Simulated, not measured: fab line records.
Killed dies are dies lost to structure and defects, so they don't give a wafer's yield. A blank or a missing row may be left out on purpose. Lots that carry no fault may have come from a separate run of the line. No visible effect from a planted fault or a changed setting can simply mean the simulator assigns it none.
Shared-tool check | flow gf180mcu | 39 wafers sampled across 13 lots

WHY IT WAS OPENED
Of 13 lots, 1 have the reading LVPWELL_TW flagged at GF_LVPWELL_TW_MEAS_11. Wafers without a fault read 557, standard deviation 3.6.
Rule: a lot gets a flag if all its wafers with a number sit over 4 standard deviations from that mean, or if no wafer of it has a number. The rest of the lots are taken to be sound.

lot  | measured    | on            | LVPWELL_TW, wafer by wafer | flag
L956 | day 3 20:25 | film-metro-02 | 554 553 553                |
L957 | day 4 02:55 | film-metro-02 | 555 554 551                |
L958 | day 4 08:04 | film-metro-01 | 554 552 553                |
L959 | day 4 13:42 | film-metro-01 | 552 552 554                |
L960 | day 4 19:31 | film-metro-02 | 551 548 553                |
L962 | day 5 08:50 | film-metro-01 | 555 555 555                |
L963 | day 5 13:44 | film-metro-01 | 557 556 556                |
L966 | day 6 07:22 | film-metro-04 | 555 557 555                |
L968 | day 6 15:55 | film-metro-01 | 552 549 553                |
L973 | day 7 21:37 | film-metro-04 | 30 30 30                   | FLAGGED
L976 | day 8 13:12 | film-metro-02 | 558 561 558                |
L978 | day 9 01:49 | film-metro-02 | 555 560 558                |
L979 | day 9 09:00 | film-metro-02 | 558 559 557                |
On average the flagged lots read 30, which is -527 against the usual, or -99 or more standard deviations.

WHICH TOOL EACH LOT WENT THROUGH
The record holds 2 process steps before the reading, out of a route of 602 steps. Every cell lists first the tool, next ch and the chambers used by the sampled wafers, and last the start.
lot  | flag    | GF_NWELL_STRIP_10                   | GF_LVPWELL_STRIP_10
L956 |         | plasma-asher-04 ch 0,1, day 3 07:49 | plasma-asher-03 ch 0,1, day 3 20:20
L957 |         | plasma-asher-02 ch 0,1, day 3 13:35 | plasma-asher-01 ch 0,1, day 4 02:49
L958 |         | plasma-asher-01 ch 0,1, day 3 18:23 | plasma-asher-02 ch 0,1, day 4 07:58
L959 |         | plasma-asher-02 ch 0,1, day 4 00:02 | plasma-asher-02 ch 0,1, day 4 13:35
L960 |         | plasma-asher-01 ch 0,1, day 4 04:54 | plasma-asher-02 ch 0,1, day 4 19:26
L962 |         | plasma-asher-04 ch 1, day 4 18:19   | plasma-asher-01 ch 0,1, day 5 08:44
L963 |         | plasma-asher-01 ch 0,1, day 4 23:21 | plasma-asher-01 ch 0,1, day 5 13:39
L966 |         | plasma-asher-02 ch 0,1, day 5 15:58 | plasma-asher-03 ch 0,1, day 6 07:16
L968 |         | plasma-asher-04 ch 0,1, day 6 00:07 | plasma-asher-02 ch 0,1, day 6 15:50
L973 | FLAGGED | plasma-asher-04 ch 0,1, day 7 05:47 | plasma-asher-01 ch 0,1, day 7 21:31
L976 |         | plasma-asher-02 ch 0,1, day 7 20:17 | plasma-asher-01 ch 0,1, day 8 13:05
L978 |         | plasma-asher-01 ch 0,1, day 8 09:01 | plasma-asher-02 ch 0,1, day 9 01:43
L979 |         | plasma-asher-01 ch 0,1, day 8 15:37 | plasma-asher-03 ch 0,1, day 9 08:53
These steps, and what they do:
- GF_NWELL_STRIP_10: strips in O2/N2.
- GF_LVPWELL_STRIP_10: strips in O2/N2.
- GF_LVPWELL_TW_MEAS_11

FLAGGED OVER TOTAL, TOOL BY TOOL (the gauges that took the reading come last)
step                  | tool            | lots run | flagged | share of the flagged lots | sound lots run after its first flagged lot
GF_NWELL_STRIP_10     | plasma-asher-01 | 5        | 0       | none                      | -
GF_NWELL_STRIP_10     | plasma-asher-02 | 4        | 0       | none                      | -
GF_NWELL_STRIP_10     | plasma-asher-04 | 4        | 1       | all                       | 0
GF_LVPWELL_STRIP_10   | plasma-asher-01 | 5        | 1       | all                       | 1 (L976)
GF_LVPWELL_STRIP_10   | plasma-asher-02 | 5        | 0       | none                      | -
GF_LVPWELL_STRIP_10   | plasma-asher-03 | 3        | 0       | none                      | -
GF_LVPWELL_TW_MEAS_11 | film-metro-01   | 5        | 0       | none                      | -
GF_LVPWELL_TW_MEAS_11 | film-metro-02   | 6        | 0       | none                      | -
GF_LVPWELL_TW_MEAS_11 | film-metro-04   | 2        | 1       | all                       | 0

WHAT THE TABLE ALLOWS
All flagged lots were run by 3 table rows, namely plasma-asher-04 at GF_NWELL_STRIP_10, plasma-asher-01 at GF_LVPWELL_STRIP_10, film-metro-04 at GF_LVPWELL_TW_MEAS_11.
- plasma-asher-04 at GF_NWELL_STRIP_10: 1 of its 4 lots flagged. Its last sound lot is L968 (day 6 00:07), its first flagged lot L973 (day 7 05:47): a fault that began between those two fits. Its own readings lie more than 4 standard deviations out on every wafer of the flagged lots: oes-product-au.
- plasma-asher-01 at GF_LVPWELL_STRIP_10: 1 of its 5 lots flagged. Sound lots followed the first flagged one (L976) on it, something a lasting fault affecting the whole tool could not allow. Its own readings lie more than 4 standard deviations out on every wafer of the flagged lots: strip-time-to-endpoint-s.
- film-metro-04 at GF_LVPWELL_TW_MEAS_11: 1 of its 2 lots flagged. Its last sound lot is L966 (day 6 07:22), its first flagged lot L973 (day 7 21:37): a fault that began between those two fits.
A lot count leaves these 2 tools indistinguishable: every one of them fits a fault beginning at some hour. More lots, or a look at what each step does to the wafer, might.

WHAT HAD BEEN PUT IN BY THE SIMULATOR
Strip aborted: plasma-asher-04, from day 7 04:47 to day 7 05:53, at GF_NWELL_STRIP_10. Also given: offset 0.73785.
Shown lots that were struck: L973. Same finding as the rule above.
